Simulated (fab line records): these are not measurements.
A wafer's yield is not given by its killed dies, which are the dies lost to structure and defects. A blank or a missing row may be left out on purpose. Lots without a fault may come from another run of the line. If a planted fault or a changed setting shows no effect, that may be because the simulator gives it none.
What tool caused it? || flow gf180mcu || Sampling: 12 lots, 36 wafers, 4 of 602 route steps

## WHAT THE GAUGES SHOWED, per wafer
GF_V1_BOW_MEAS_05. Usual: for V1_BOW the level is 81 um and the standard deviation is 7.
{"lot": "L268", "measured": "day 16 21:53", "on": "film-metro-03", "V1_BOW (um)": "87 74 74", "flag": ""}
{"lot": "L269", "measured": "day 17 14:14", "on": "film-metro-03", "V1_BOW (um)": "88 80 80", "flag": ""}
{"lot": "L270", "measured": "day 17 23:22", "on": "film-metro-03", "V1_BOW (um)": "76 80 75", "flag": ""}
{"lot": "L272", "measured": "day 18 13:19", "on": "film-metro-03", "V1_BOW (um)": "86 77 82", "flag": ""}
{"lot": "L273", "measured": "day 18 19:17", "on": "film-metro-01", "V1_BOW (um)": "82 87 87", "flag": ""}
{"lot": "L278", "measured": "day 20 23:54", "on": "film-metro-03", "V1_BOW (um)": "74 81 75", "flag": ""}
{"lot": "L279", "measured": "day 21 04:25", "on": "film-metro-03", "V1_BOW (um)": "81 83 93", "flag": ""}
{"lot": "L287", "measured": "day 24 04:13", "on": "film-metro-03", "V1_BOW (um)": "80 79 82", "flag": ""}
{"lot": "L288", "measured": "day 24 07:31", "on": "film-metro-01", "V1_BOW (um)": "88 91 92", "flag": ""}
{"lot": "L289", "measured": "day 24 18:46", "on": "film-metro-03", "V1_BOW (um)": "79 73 74", "flag": ""}
{"lot": "L290", "measured": "day 25 03:07", "on": "film-metro-03", "V1_BOW (um)": "91 101 88", "flag": ""}
{"lot": "L291", "measured": "day 25 09:24", "on": "film-metro-02", "V1_BOW (um)": "74 73 87", "flag": ""}

GF_V1_CD_MEAS_14: target cd 260 nm. Usual: cd-nm reads 260.5 nm (standard deviation 1.4).
{"lot": "L268", "measured": "day 17 21:12", "on": "cd-sem-02", "cd-nm (nm)": "261.2 261.4 262.9", "flag": ""}
{"lot": "L269", "measured": "day 18 13:40", "on": "cd-sem-02", "cd-nm (nm)": "261.6 260.7 261.5", "flag": ""}
{"lot": "L270", "measured": "day 18 23:30", "on": "cd-sem-02", "cd-nm (nm)": "259.8 260.1 261.4", "flag": ""}
{"lot": "L272", "measured": "day 19 13:18", "on": "cd-sem-02", "cd-nm (nm)": "260.7 260.3 260.4", "flag": ""}
{"lot": "L273", "measured": "day 19 20:15", "on": "cd-sem-01", "cd-nm (nm)": "262.5 261.5 261.9", "flag": ""}
{"lot": "L278", "measured": "day 22 00:05", "on": "cd-sem-02", "cd-nm (nm)": "259.8 259.4 261.8", "flag": ""}
{"lot": "L279", "measured": "day 22 02:57", "on": "cd-sem-02", "cd-nm (nm)": "258.3 257.8 259.1", "flag": ""}
{"lot": "L287", "measured": "day 25 02:20", "on": "cd-sem-02", "cd-nm (nm)": "259.8 260.5 260.6", "flag": ""}
{"lot": "L288", "measured": "day 25 05:35", "on": "cd-sem-02", "cd-nm (nm)": "260.0 260.9 261.4", "flag": ""}
{"lot": "L289", "measured": "day 25 16:20", "on": "cd-sem-01", "cd-nm (nm)": "260.7 262.4 261.8", "flag": ""}
{"lot": "L290", "measured": "day 26 00:06", "on": "cd-sem-02", "cd-nm (nm)": "261.4 260.8 260.8", "flag": ""}
{"lot": "L291", "measured": "day 26 06:27", "on": "cd-sem-02", "cd-nm (nm)": "259.2 259.4 258.9", "flag": ""}

GF_V1_RS_MEAS_24: measures by four-point-probe. Usual: for V1_W_RS the level is 0.328 ohm/sq and the standard deviation is 0.0036.
{"lot": "L268", "measured": "day 17 22:14", "on": "film-metro-03", "V1_W_RS (ohm/sq)": "0.324 0.324 0.326", "flag": ""}
{"lot": "L269", "measured": "day 18 14:43", "on": "film-metro-02", "V1_W_RS (ohm/sq)": "0.329 0.328 0.328", "flag": ""}
{"lot": "L270", "measured": "day 19 00:32", "on": "film-metro-01", "V1_W_RS (ohm/sq)": "0.323 0.329 0.326", "flag": ""}
{"lot": "L272", "measured": "day 19 14:22", "on": "film-metro-02", "V1_W_RS (ohm/sq)": "0.330 0.330 0.323", "flag": ""}
{"lot": "L273", "measured": "day 19 21:18", "on": "film-metro-01", "V1_W_RS (ohm/sq)": "0.333 0.328 0.330", "flag": ""}
{"lot": "L278", "measured": "day 22 01:07", "on": "film-metro-01", "V1_W_RS (ohm/sq)": "0.334 0.346 0.343 0.334 0.347 0.342", "flag": "OFF"}
{"lot": "L279", "measured": "day 22 03:59", "on": "film-metro-03", "V1_W_RS (ohm/sq)": "0.342 0.345 0.348 0.343 0.345 0.348", "flag": "OFF"}
{"lot": "L287", "measured": "day 25 03:22", "on": "film-metro-02", "V1_W_RS (ohm/sq)": "0.335 0.332 0.333", "flag": ""}
{"lot": "L288", "measured": "day 25 06:37", "on": "film-metro-03", "V1_W_RS (ohm/sq)": "0.329 0.323 0.327", "flag": ""}
{"lot": "L289", "measured": "day 25 17:22", "on": "film-metro-01", "V1_W_RS (ohm/sq)": "0.325 0.329 0.329", "flag": ""}
{"lot": "L290", "measured": "day 26 01:08", "on": "film-metro-02", "V1_W_RS (ohm/sq)": "0.322 0.325 0.322", "flag": ""}
{"lot": "L291", "measured": "day 26 07:31", "on": "film-metro-03", "V1_W_RS (ohm/sq)": "0.323 0.329 0.328", "flag": ""}

## WHICH TOOL RAN EACH LOT (tool, then ch and the chambers of the sampled wafers, then the start)
{"lot": "L268", "GF_V1_CVD_23": "cvd-w-02 ch 0,1, day 17 22:07"}
{"lot": "L269", "GF_V1_CVD_23": "cvd-w-02 ch 0,1, day 18 14:35"}
{"lot": "L270", "GF_V1_CVD_23": "cvd-w-01 ch 0,1, day 19 00:25"}
{"lot": "L272", "GF_V1_CVD_23": "cvd-w-02 ch 1, day 19 14:15"}
{"lot": "L273", "GF_V1_CVD_23": "cvd-w-02 ch 0,1, day 19 21:11"}
{"lot": "L278", "GF_V1_CVD_23": "cvd-w-01 ch 0,1, day 22 01:00"}
{"lot": "L279", "GF_V1_CVD_23": "cvd-w-01 ch 1, day 22 03:52"}
{"lot": "L287", "GF_V1_CVD_23": "cvd-w-01 ch 0,1, day 25 03:15"}
{"lot": "L288", "GF_V1_CVD_23": "cvd-w-02 ch 0,1, day 25 06:31"}
{"lot": "L289", "GF_V1_CVD_23": "cvd-w-02 ch 0,1, day 25 17:15"}
{"lot": "L290", "GF_V1_CVD_23": "cvd-w-02 ch 0, day 26 01:01"}
{"lot": "L291", "GF_V1_CVD_23": "cvd-w-01 ch 0,1, day 26 07:24"}
- GF_V1_CVD_23: deposits W, target thk 350 nm, time 105.05 s.

## WHAT THE TOOLS THEMSELVES READ (means of the sampled wafers that have a number; where no wafer has one, the mark that the record gives instead)
GF_V1_CVD_23. Usual: chamber-pressure-Torr 40.01 Torr, standard deviation 0.095; heater-power-outer-w 469 W, standard deviation 66; heater-power-w 796 W, standard deviation 120.
{"lot": "L268", "tool": "cvd-w-02", "chamber-pressure-Torr (Torr)": 39.94, "heater-power-outer-w (W)": 464, "heater-power-w (W)": 805, "flag": ""}
{"lot": "L269", "tool": "cvd-w-02", "chamber-pressure-Torr (Torr)": 39.97, "heater-power-outer-w (W)": 518, "heater-power-w (W)": 884, "flag": ""}
{"lot": "L270", "tool": "cvd-w-01", "chamber-pressure-Torr (Torr)": 40.02, "heater-power-outer-w (W)": 416, "heater-power-w (W)": 730, "flag": ""}
{"lot": "L272", "tool": "cvd-w-02", "chamber-pressure-Torr (Torr)": 39.96, "heater-power-outer-w (W)": 562, "heater-power-w (W)": 971, "flag": ""}
{"lot": "L273", "tool": "cvd-w-02", "chamber-pressure-Torr (Torr)": 39.97, "heater-power-outer-w (W)": 469, "heater-power-w (W)": 789, "flag": ""}
{"lot": "L278", "tool": "cvd-w-01", "chamber-pressure-Torr (Torr)": 38.46, "heater-power-outer-w (W)": 423, "heater-power-w (W)": 737, "flag": "OFF"}
{"lot": "L279", "tool": "cvd-w-01", "chamber-pressure-Torr (Torr)": 37.79, "heater-power-outer-w (W)": 413, "heater-power-w (W)": 737, "flag": "OFF"}
{"lot": "L287", "tool": "cvd-w-01", "chamber-pressure-Torr (Torr)": 39.97, "heater-power-outer-w (W)": 438, "heater-power-w (W)": 733, "flag": ""}
{"lot": "L288", "tool": "cvd-w-02", "chamber-pressure-Torr (Torr)": 40.03, "heater-power-outer-w (W)": 475, "heater-power-w (W)": 801, "flag": ""}
{"lot": "L289", "tool": "cvd-w-02", "chamber-pressure-Torr (Torr)": 40.07, "heater-power-outer-w (W)": 526, "heater-power-w (W)": 890, "flag": ""}
{"lot": "L290", "tool": "cvd-w-02", "chamber-pressure-Torr (Torr)": 39.96, "heater-power-outer-w (W)": 422, "heater-power-w (W)": 717, "flag": ""}
{"lot": "L291", "tool": "cvd-w-01", "chamber-pressure-Torr (Torr)": 40.00, "heater-power-outer-w (W)": 431, "heater-power-w (W)": 745, "flag": ""}

## THE ANSWER, worked out from the rows above alone
Rule: take the mean of a lot's wafers that have a number; if it is more than 3 standard deviations from the usual mean, the lot is off. Also off: a lot with no number at a reading for which 4 or more lots have one. The other lots that the step has rows for count as sound. First the gauges in route order, then the tools' own readings, where a lot's mean is used as printed above. At the first step where some lot is off, the reading lying furthest off is the one used; lots without a number count as furthest.
Off: at GF_V1_RS_MEAS_24 (V1_W_RS), L278, L279.
If a tool, at a process step before that reading, ran all the lots that are off and no sound lot after the first of them, it fits. The gauges at GF_V1_RS_MEAS_24 aren't tried: what is off there is off at GF_V1_CVD_23 too, on other tools, and a gauge's error can't cause that. Not one of the candidates tried fits.

## WHAT THE SIMULATOR PUT IN
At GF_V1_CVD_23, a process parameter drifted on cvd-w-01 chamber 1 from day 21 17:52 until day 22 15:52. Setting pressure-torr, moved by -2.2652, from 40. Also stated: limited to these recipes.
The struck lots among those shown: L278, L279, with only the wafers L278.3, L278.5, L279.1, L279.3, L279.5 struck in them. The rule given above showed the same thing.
